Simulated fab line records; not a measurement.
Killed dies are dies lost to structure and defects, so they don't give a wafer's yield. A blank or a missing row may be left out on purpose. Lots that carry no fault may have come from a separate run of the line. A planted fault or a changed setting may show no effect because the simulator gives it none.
fab line records | flow sky130 | part 2 of 2: steps 28 to 28 of 28
[record] lots = 7 wafers = 21 last_day = 50
route steps=708 shown SONOS_ONO@176 GATE_OXIDE@187 POLY_GATE@204 PAD_OPEN@708
lots that met no fault: from a run of the same line without faults
start_h: hours from the record's first day to the start of the lot's first wafer shown | wait_h: time in hours since the lot's previous step | " identical to the entry in the row above | L1.1+2: one row covering several wafers at once | - either no value or no given start | * or withheld: withheld | < > ~ a bound
route shown NAME@n: a module of which the file shows steps, and the number in the route of the first | usual: mean and standard deviation over wafers with no fault | same: alike in all rows | chamber/n: place in a boat | sites: the reading at each site | _std_site: standard deviation of those values | _edge_site: mean of outer sites minus mean of inner sites | radius_mm: for every site, how far away it sits from the centre of the wafer | mask NAME#n: copy n | behind: the tool/chamber that last shaped the wafer | hold: reason for holding the lot/hours on hold/outcome of the hold | device: the n, p or np transistor that did not switch | end of line: the same wafers' tests at the end of the route | where a step has no rows: the recipe by itself | killed: dies that structure and defects cost at the first sort, which is not the same as the wafer's yield | map: per-die view of a wafer (x killed, . not killed, _ where there is no die)
set.NAME: the setting that was run; set.NAME@STEP: the one run at that earlier step | model.NAME: the simulator's own value behind a step, which no gauge read
certain route steps with their lots: each step a table, each wafer a row
services: a tool's chamber out of use, with start hour (start_h, from the record's first day; less than 0 if before it), hours out, and reason
[[steps]]
[step SKY_PAD_OPEN_PROBE_99]
[usual] killed_at_M0_to_M3 = 44/7.3 killed_at_M4_up = 3.0/1.9 killed_at_contacts = 24/5 killed_at_front_end = 16/4.5 killed_at_other = 0.3/0.46 killed_dies = 87/10 killed_open = 47/8.3 killed_short = 39/6.4
[same] gross_dies = 492 killed_at_back_side = 0
// columns lot.wafer tool chamber start_h wait_h killed_at_M0_to_M3 killed_at_M4_up killed_at_contacts killed_at_front_end killed_at_other killed_dies killed_open killed_short model.etest.nfet_16v.r_on_ohm_um model.etest.pfet_g5v0d10v5.r_on_ohm_um model.etest.tip_sonos.rs_ohm_sq model.etest.nfet_g5v0d10v5.r_on_ohm_um model.etest.nfet_g5v0d10v5.drive_ua_um model.etest.nfet_05v0_nvt.drive_ua_um model.etest.pfet_g5v0d10v5.drive_ua_um model.etest.nfet_16v.drive_ua_um
L765.2 prober-02 - 1105.28 0.1 52 1 27 19 0 99 59 40 1.416e+04 4814 2760 1887 592.2 562.3 332.6 217
L765.3 prober-02 - 1105.33 0.2 46 0 30 10 0 86 49 37 1.42e+04 4847 2763 1891 593.4 566.9 334.1 216.9
L765.4 prober-02 - 1105.38 0.2 41 4 25 8 2 80 48 32 1.417e+04 4879 2785 1913 594.1 563.4 331.1 216.5
L768.1 prober-01 - 1122.75 0.1 40 2 27 14 0 83 43 40 1.416e+04 4671 2614 1858 613.6 580.1 344.4 222.4
L768.2 prober-01 - 1122.80 0.1 45 2 21 13 1 82 35 47 1.432e+04 4732 2631 1869 610.7 578.3 343.4 220.3
L768.5 prober-01 - 1122.95 0.2 49 4 21 15 0 89 38 51 1.419e+04 4664 2597 1852 617.7 581 350.2 226
L774.1 prober-02 - 1149.18 0.1 41 1 26 9 1 78 45 33 1.369e+04 4636 2562 1831 630.2 602.5 351 232.5
L774.3 prober-02 - 1149.28 0.2 47 4 33 13 0 97 61 36 1.387e+04 4637 2559 1845 621.9 593.9 351.4 231.5
L774.5 prober-02 - 1149.38 0.2 49 8 18 19 1 95 50 45 1.397e+04 4720 2607 1853 614.5 590.6 344.1 227.1
L773.3 prober-01 - 1151.04 0.2 47 2 18 9 0 76 40 36 1.391e+04 4668 2638 1863 619.2 586.3 350.1 227.4
L773.4 prober-01 - 1151.09 0.2 44 1 25 24 0 94 52 42 1.386e+04 4697 2629 1856 616.3 585.5 344.3 227.3
L773.6 prober-01 - 1151.19 0.2 35 2 23 15 0 75 46 29 1.396e+04 4782 2675 1895 605.3 573.2 341.6 223.7
L775.3 prober-02 - 1162.85 0.2 45 6 23 18 0 92 52 40 1.362e+04 4655 2482 1818 632.2 604 351.8 234.8
L775.4 prober-02 - 1162.90 0.2 41 5 23 12 0 81 43 38 1.347e+04 4606 2437 1791 650.5 613.5 355.2 241.2
L775.5 prober-02 - 1162.95 0.2 43 1 16 13 1 74 33 41 1.364e+04 4670 2460 1832 636.9 603.6 351.9 237.1
L781.3 prober-02 - 1189.29 0.2 38 2 22 15 0 77 53 24 1.383e+04 4586 2626 1813 627.9 596.4 356.7 233.4
L781.4 prober-02 - 1189.34 0.2 47 1 20 11 0 79 45 34 1.389e+04 4655 2626 1842 617.2 592 347 228.2
L781.6 prober-02 - 1189.44 0.2 37 2 18 14 0 71 34 37 1.385e+04 4533 2638 1822 622.9 594.6 356 229.7
L782.1 prober-01 - 1195.69 0.1 41 4 26 12 0 83 38 45 1.404e+04 4768 2739 1907 605.9 572.1 342.7 219.8
L782.2 prober-01 - 1195.74 0.1 33 7 30 16 0 86 43 43 1.438e+04 4811 2734 1910 600.8 572.7 339.6 219.1
L782.4 prober-01 - 1195.84 0.2 39 4 18 19 1 81 46 35 1.416e+04 4748 2742 1878 601.2 571.9 340.9 220.2
// killed by level:class
L765.2 VIA1:geometric_particle:open=14 VIA3:geometric_particle:open=12 CONTACT:geometric_particle:open=9 LI_CONTACT:geometric_particle:open=9 FIELD_ISO:geometric_particle:short=6 POLY_GATE:geometric_particle:short=6 METAL1:geometric_particle:short=6 VIA2:geometric_particle:short=6
L765.3 VIA3:geometric_particle:open=11 CONTACT:geometric_particle:short=10 LI_CONTACT:geometric_particle:open=9 VIA1:geometric_particle:open=9 METAL2:geometric_particle:short=7 VIA2:geometric_particle:open=6 CONTACT:geometric_particle:open=6 METAL1:geometric_particle:short=4
L765.4 VIA1:geometric_particle:open=9 VIA2:geometric_particle:open=9 CONTACT:geometric_particle:open=9 LI_CONTACT:geometric_particle:open=8 VIA3:geometric_particle:open=6 CONTACT:geometric_particle:short=5 METAL1:geometric_particle:short=5 METAL2:geometric_particle:short=5
L768.1 VIA3:geometric_particle:open=10 LI_CONTACT:geometric_particle:open=8 CONTACT:geometric_particle:open=8 VIA1:geometric_particle:short=7 VIA1:geometric_particle:open=7 POLY_GATE:geometric_particle:short=5 LOCAL_INTERCONNECT:geometric_particle:short=5 CONTACT:geometric_particle:short=5
L768.2 VIA1:geometric_particle:short=12 VIA1:geometric_particle:open=7 CONTACT:geometric_particle:open=7 METAL2:geometric_particle:short=7 FIELD_ISO:geometric_particle:short=5 LI_CONTACT:geometric_particle:open=5 CONTACT:geometric_particle:short=5 VIA2:geometric_particle:open=5
L768.5 VIA1:geometric_particle:open=9 METAL2:geometric_particle:short=8 CONTACT:geometric_particle:open=7 VIA2:geometric_particle:open=6 METAL1:geometric_particle:short=6 VIA1:geometric_particle:short=6 CONTACT:geometric_particle:short=5 METAL3:geometric_particle:short=5
L774.1 CONTACT:geometric_particle:open=13 LI_CONTACT:geometric_particle:open=8 VIA2:geometric_particle:open=7 VIA1:geometric_particle:open=6 VIA3:geometric_particle:open=6 METAL2:geometric_particle:short=6 FIELD_ISO:geometric_particle:short=4 POLY_GATE:geometric_particle:short=4
L774.3 CONTACT:geometric_particle:open=15 LI_CONTACT:geometric_particle:open=10 VIA2:geometric_particle:open=8 VIA1:geometric_particle:open=7 VIA3:geometric_particle:open=7 VIA1:geometric_particle:short=5 METAL1:geometric_particle:short=4 METAL2:geometric_particle:short=4
L774.5 VIA1:geometric_particle:open=10 VIA1:geometric_particle:short=8 CONTACT:geometric_particle:open=8 VIA3:geometric_particle:open=7 POLY_GATE:geometric_particle:open=6 VIA2:geometric_particle:open=6 METAL4:geometric_particle:short=6 LI_CONTACT:geometric_particle:open=5
L773.3 METAL1:geometric_particle:short=11 CONTACT:geometric_particle:open=10 VIA3:geometric_particle:open=7 VIA1:geometric_particle:open=7 VIA2:geometric_particle:open=6 VIA1:geometric_particle:short=5 POLY_GATE:geometric_particle:short=4 LI_CONTACT:geometric_particle:open=3
L773.4 VIA2:geometric_particle:open=11 LOCAL_INTERCONNECT:geometric_particle:short=10 FIELD_ISO:geometric_particle:short=7 POLY_GATE:geometric_particle:open=7 VIA1:geometric_particle:open=7 CONTACT:geometric_particle:open=7 VIA3:geometric_particle:open=7 METAL1:geometric_particle:short=4
L773.6 VIA1:geometric_particle:open=9 CONTACT:geometric_particle:open=7 VIA2:geometric_particle:open=7 CONTACT:geometric_particle:short=6 FIELD_ISO:geometric_particle:open=5 LI_CONTACT:geometric_particle:open=4 METAL1:geometric_particle:short=4 VIA3:geometric_particle:open=4
L775.3 VIA1:geometric_particle:open=12 CONTACT:geometric_particle:open=9 VIA3:geometric_particle:open=7 FIELD_ISO:geometric_particle:open=6 VIA2:geometric_particle:open=6 METAL2:geometric_particle:short=6 LI_CONTACT:geometric_particle:open=5 FIELD_ISO:geometric_particle:short=4
L775.4 METAL1:geometric_particle:short=10 CONTACT:geometric_particle:open=9 VIA3:geometric_particle:open=8 VIA1:geometric_particle:open=6 LI_CONTACT:geometric_particle:open=6 FIELD_ISO:geometric_particle:open=5 METAL4:geometric_particle:short=4 VIA2:geometric_particle:short=4
L775.5 VIA1:geometric_particle:open=10 METAL1:geometric_particle:short=8 LI_CONTACT:geometric_particle:open=7 FIELD_ISO:geometric_particle:short=4 FIELD_ISO:geometric_particle:open=4 LI_CONTACT:geometric_particle:short=4 VIA2:geometric_particle:open=4 VIA3:geometric_particle:short=4
L781.3 CONTACT:geometric_particle:open=13 VIA1:geometric_particle:open=13 VIA3:geometric_particle:open=7 FIELD_ISO:geometric_particle:open=6 VIA2:geometric_particle:open=6 LI_CONTACT:geometric_particle:open=3 METAL1:geometric_particle:short=3 METAL2:geometric_particle:short=3
L781.4 VIA1:geometric_particle:open=9 VIA3:geometric_particle:open=8 CONTACT:geometric_particle:short=7 CONTACT:geometric_particle:open=7 VIA2:geometric_particle:open=7 METAL2:geometric_particle:short=7 VIA1:geometric_particle:short=4 POLY_GATE:geometric_particle:open=3
L781.6 METAL1:geometric_particle:short=8 CONTACT:geometric_particle:open=6 VIA2:geometric_particle:open=6 FIELD_ISO:geometric_particle:open=5 LI_CONTACT:geometric_particle:open=5 METAL2:geometric_particle:short=5 VIA2:geometric_particle:short=5 LOCAL_INTERCONNECT:geometric_particle:short=4
L782.1 CONTACT:geometric_particle:open=11 METAL1:geometric_particle:short=7 VIA2:geometric_particle:open=6 VIA1:geometric_particle:open=6 CONTACT:geometric_particle:short=6 FIELD_ISO:geometric_particle:short=5 VIA3:geometric_particle:short=5 VIA3:geometric_particle:open=5
L782.2 CONTACT:geometric_particle:open=9 VIA1:geometric_particle:open=8 CONTACT:geometric_particle:short=8 LI_CONTACT:geometric_particle:open=7 VIA3:geometric_particle:open=7 POLY_GATE:geometric_particle:short=6 METAL4:geometric_particle:short=6 LI_CONTACT:geometric_particle:short=5
L782.4 VIA1:geometric_particle:open=10 CONTACT:geometric_particle:open=9 METAL1:geometric_particle:short=8 FIELD_ISO:geometric_particle:open=7 POLY_GATE:geometric_particle:open=4 METAL2:geometric_particle:short=4 VIA1:geometric_particle:short=4 VIA2:geometric_particle:open=4
[[services]]
// columns tool chamber start_h hours kind
plasma_asher-02 - 303.36 2.0 repair
furnace-02 - 308.37 4.8 pm
furnace-01 - 324.22 3.2 pm
rie_diel-02 2 342.58 30.8 repair
rie_diel-04 0 344.34 7.9 repair
rie_diel-04 3 348.83 8.1 repair
rie_diel-02 1 351.82 3.1 repair
rie_diel-04 1 354.56 3.1 repair
rie_diel-02 3 358.43 6.6 repair
rie_diel-04 1 369.57 13.7 repair
furnace-02 - 378.38 6.0 repair
plasma_asher-04 - 382.59 1.0 repair
furnace-02 - 388.36 3.8 pm
furnace-02 - 395.15 54.1 pm
rie_diel-04 2 415.31 2.0 repair
plasma_asher-01 - 421.25 9.0 pm
rie_diel-02 3 433.31 14.5 repair
plasma_asher-01 - 436.25 4.5 repair
rie_diel-04 - 445.88 2.8 pm
furnace-01 - 450.58 3.9 pm
rie_diel-04 1 466.38 22.3 repair
plasma_asher-01 - 481.38 2.2 repair
furnace-01 - 491.08 3.1 pm
plasma_asher-02 - 497.82 1.4 repair
[[key]]
[first_sign] step = SKY_GATE_OXIDE_OXIDATION_01 reading = spike_tc_centre_C direction = down sigmas = 16 usual = 901.1 struck = 884.2
[effect] step = SKY_GATE_OXIDE_OXIDATION_01 reading = zone_power_upper_pct direction = up sigmas = 9.5 usual = 17.6 struck = 20.5
[effect] step = SKY_GATE_OXIDE_THK_MEAS_02 reading = visit direction = added
[effect] step = SKY_GATE_OXIDE_TW_MEAS_14 reading = visit direction = added
[model_effect] step = SKY_GATE_OXIDE_OXIDATION_01 value = SiO2_of_GATE_OXIDE_OXIDATION_01.thk_nm without = 10.5 struck = 10.02
[model_effect] step = SKY_GATE_OXIDE_OXIDATION_16 value = SiO2_of_GATE_OXIDE_OXIDATION_01.thk_nm without = 11.85 struck = 11.41
[model_effect] step = SKY_PAD_OPEN_PROBE_99 value = etest.nfet_16v.r_on_ohm_um without = 1.403e+04 struck = 1.378e+04
met_at SKY_GATE_OXIDE_OXIDATION_01
struck_wafers L773.3,L773.4,L773.6,L774.1,L774.3,L774.5,L775.3,L775.4,L775.5
tester_left_out L773,L774,L775
onset_between 340.15 389.54
[fault] kind = process_parameter_drift tool = furnace-01 chamber = - onset_h = 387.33 steps = SKY_GATE_OXIDE_OXIDATION_01 channel = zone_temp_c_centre offset = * shape = step end_h = 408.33
// tester_left_out: of these lots the tester's yield and bins aren't shown, on N5 and GAA mostly nor the transistor test; their killed dies are dies lost to structure and defects alone, not to doping, threshold or leakage, so they don't give the yield
